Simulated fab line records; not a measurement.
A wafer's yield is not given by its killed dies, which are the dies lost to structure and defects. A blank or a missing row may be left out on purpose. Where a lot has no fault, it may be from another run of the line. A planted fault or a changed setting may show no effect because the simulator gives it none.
What tool caused it? | flow gf180mcu | 39 wafers sampled from 13 lots at 1 step of a route of 602

WHAT THE GAUGES SHOWED, per wafer
GF_M2_THK_MEAS_06: measures by xrf.
lot  | measured     | on           | M2_ALCU_THK (nm)
L198 | day 17 23:35 | filmMetro-02 | 466 464 457
L199 | day 18 10:44 | filmMetro-04 | 449 445 447
L200 | day 18 23:31 | filmMetro-04 | 455 455 459
L201 | day 19 02:30 | filmMetro-01 | 444 447 448
L202 | day 19 16:32 | filmMetro-01 | 439 444 442
L203 | day 20 04:14 | filmMetro-01 | 455 455 457
L208 | day 22 01:45 | filmMetro-01 | 448 456 455
L212 | day 23 10:26 | filmMetro-01 | 453 455 451
L216 | day 24 16:19 | filmMetro-01 | 440 445 444
L217 | day 25 11:53 | filmMetro-04 | 451 449 454
L220 | day 25 19:44 | filmMetro-02 | 461 454 457
L219 | day 25 21:19 | filmMetro-01 | 443 444 442
L221 | day 26 09:09 | filmMetro-01 | 447 452 454

EACH LOT AND THE TOOL THAT RAN IT (in order: tool; ch and the chambers of the sampled wafers; start)
Before these readings, the record contains no process step.

AS READ BY THE TOOLS THEMSELVES (means over the sampled wafers that have a number; for cases with no such wafer, the mark the record gives instead)
The record holds no such reading with a usual standard deviation.

THE ANSWER, worked out from the rows above alone
Rule: usual is defined by the lots themselves. Put in order of their means at a reading, lots are off if they are a third of the lots or fewer, leave a main group of 4 or more, and stand apart from it by a gap of 3 or more times the standard deviation of the main group's means; of several such gaps the widest counts. The tables above print the reading to a certain number of digits; a main group whose means all agree to those digits is not used. A lot without any number at a reading at which 4 lots or more have one is off too. All remaining lots with rows at the step are treated as sound. Order of review: gauges by route order, followed by the tools' own readings, for which a lot's mean as printed above is used. The first step at which some lot is off is used, and at that step the reading that is off furthest; a lot without a number counts as furthest.
None of the lots is off at any reading shown; this tells nothing.

WHAT HAD BEEN PUT IN BY THE SIMULATOR
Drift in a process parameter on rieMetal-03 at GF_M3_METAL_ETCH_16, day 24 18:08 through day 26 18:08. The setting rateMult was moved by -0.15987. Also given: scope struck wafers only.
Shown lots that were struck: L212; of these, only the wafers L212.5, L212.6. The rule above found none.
